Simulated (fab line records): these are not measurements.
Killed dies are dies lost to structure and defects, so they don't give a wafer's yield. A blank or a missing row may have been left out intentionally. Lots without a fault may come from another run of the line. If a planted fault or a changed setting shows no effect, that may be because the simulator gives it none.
Chamber matching | flow sky130 | SKY_LI_CONTACT_CMP_24 on cmp-01 has 4 sister chambers
The step polishes, stops on PSG, t overpolish 20 s, target thk 0 nm. 14 wafers are shown with their chamber, then 6 later ones without.

== WAFERS PAIRED WITH THEIR CHAMBERS ==
wafer  | chamber | motorCurrentA (A) | timeToEndpointS (s) | overpolishRunS (s)
L370.1 | 0       | 7.6               | 104                 | 20.009
L370.4 | 3       | 9.7               | 101                 | 20.013
L370.5 | 0       | 7.8               | 108                 | 20.004
L371.1 | 0       | 8.2               | 92                  | 19.999
L371.4 | 1       | 11.9              | 88                  | 20.009
L371.5 | 2       | 10.8              | 90                  | 20.001
L375.1 | 0       | 7.9               | 97                  | 20.004
L375.3 | 1       | 11.2              | 94                  | 20.015
L375.5 | 3       | 9.3               | 93                  | 19.992
L377.2 | 1       | 11.6              | 93                  | 19.993
L377.3 | 0       | 7.9               | 94                  | 20.008
L377.4 | 2       | 11.1              | 96                  | 20.013
L380.3 | 0       | 8.0               | 97                  | 20.001
L380.5 | 1       | 12.4              | 96                  | 20.009

SIGNATURES, as means of the wafers listed above
reading         | chamber 0 | chamber 1 | chamber 2 | chamber 3 | scatter within a chamber
motorCurrentA   | 7.900     | 11.775    | 10.950    | 9.500     | 0.331
timeToEndpointS | 98.67     | 92.75     | 93.00     | 97.00     | 5.22
overpolishRunS  | 20.00417  | 20.00650  | 20.00700  | 20.00250  | 0.00796
Rule: for a wafer and a chamber, the distance is found by dividing, reading by reading, the gap between the wafer's reading and the chamber's mean by the reading's scatter, squaring, summing and taking the root. If the next closest chamber is less than 2 further off than the closest, the wafer can't be placed; otherwise it belongs to the closest. How the scatter is found: for the shown wafers, subtract from each reading the mean of its chamber, square and add these, divide the total by (wafers less chambers), then take the root.

== WAFERS MISSING THEIR CHAMBER ==
wafer  | motorCurrentA (A) | timeToEndpointS (s) | overpolishRunS (s)
L390.1 | 12.2              | 96                  | 20.003
L390.3 | 11.6              | 94                  | 20.008
L390.5 | 8.2               | 92                  | 19.998
L392.1 | 11.7              | 99                  | 20.023
L392.2 | 8.0               | 99                  | 20.006
L392.6 | 7.9               | 93                  | 19.996

== EACH ONE'S CHAMBER ==
wafer  | from the rows above     | in truth
L390.1 | 1                       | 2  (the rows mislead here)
L390.3 | can't be placed: 1 or 2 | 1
L390.5 | 0                       | 0
L392.1 | can't be placed: 1 or 2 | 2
L392.2 | 0                       | 0
L392.6 | 0                       | 0
3 of 6 placed correctly. These rows do not allow placing 2 (true chamber among the candidates in 2). Placed wrongly: 1.
